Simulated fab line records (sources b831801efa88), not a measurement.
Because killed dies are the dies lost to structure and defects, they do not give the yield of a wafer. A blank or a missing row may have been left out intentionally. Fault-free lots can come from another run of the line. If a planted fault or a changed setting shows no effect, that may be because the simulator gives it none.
Which tool was responsible? || flow sky130 || 6 lots, 18 wafers sampled, at 2 steps of a route of 708

== WHAT EACH GAUGE READ, for each wafer ==
SKY_POLY_GATE_CD_MEAS_13 targets a cd of 150 nm.
{"lot": "L216", "measured": "day 16 14:14", "on": "cd-sem-02", "cd-nm (nm)": "150.3 149.5 151.7"}
{"lot": "L218", "measured": "day 17 07:47", "on": "cd-sem-02", "cd-nm (nm)": "153.8 153.3 151.2"}
{"lot": "L220", "measured": "day 18 03:10", "on": "cd-sem-02", "cd-nm (nm)": "149.7 149.0 149.6"}
{"lot": "L224", "measured": "day 19 20:29", "on": "cd-sem-01", "cd-nm (nm)": "149.1 148.2 147.6"}
{"lot": "L235", "measured": "day 23 13:17", "on": "cd-sem-02", "cd-nm (nm)": "150.8 151.9 151.9"}
{"lot": "L238", "measured": "day 24 15:47", "on": "cd-sem-02", "cd-nm (nm)": "150.4 150.2 149.7"}

== TOOL THAT RAN EACH LOT (tool first, then ch and the chambers of the sampled wafers, then the start) ==
{"lot": "L216", "SKY_VT_ADJUST_HVTP_STRIP_10": "plasma-asher-01 ch 0,1, day 6 08:30"}
{"lot": "L218", "SKY_VT_ADJUST_HVTP_STRIP_10": "plasma-asher-02 ch 0,1, day 6 18:47"}
{"lot": "L220", "SKY_VT_ADJUST_HVTP_STRIP_10": "plasma-asher-03 ch 0,1, day 7 09:56"}
{"lot": "L224", "SKY_VT_ADJUST_HVTP_STRIP_10": "plasma-asher-01 ch 0,1, day 8 11:41"}
{"lot": "L235", "SKY_VT_ADJUST_HVTP_STRIP_10": "plasma-asher-03 ch 1, day 11 09:42"}
{"lot": "L238", "SKY_VT_ADJUST_HVTP_STRIP_10": "plasma-asher-03 ch 1, day 12 04:25"}
- SKY_VT_ADJUST_HVTP_STRIP_10: strips in O2/N2.

== THE ANSWER, worked out from the rows above alone ==
Rule: the lots themselves supply what counts as usual. The widest of any qualifying gaps counts: lots, ordered by their means at a reading, are off when they make up no more than a third of the lots, leave a main group of 4 or more, and stand apart from it by 3 or more times the standard deviation of that group's means. If all means in a main group match to the digits the tables above print for the reading, that group is not used. A lot without any number at a reading at which 4 lots or more have one is off too. Any other lot the step has rows for is counted as sound.
No lot is off at any reading shown: from this, nothing can be told.

== WHAT WAS PUT IN BY THE SIMULATOR ==
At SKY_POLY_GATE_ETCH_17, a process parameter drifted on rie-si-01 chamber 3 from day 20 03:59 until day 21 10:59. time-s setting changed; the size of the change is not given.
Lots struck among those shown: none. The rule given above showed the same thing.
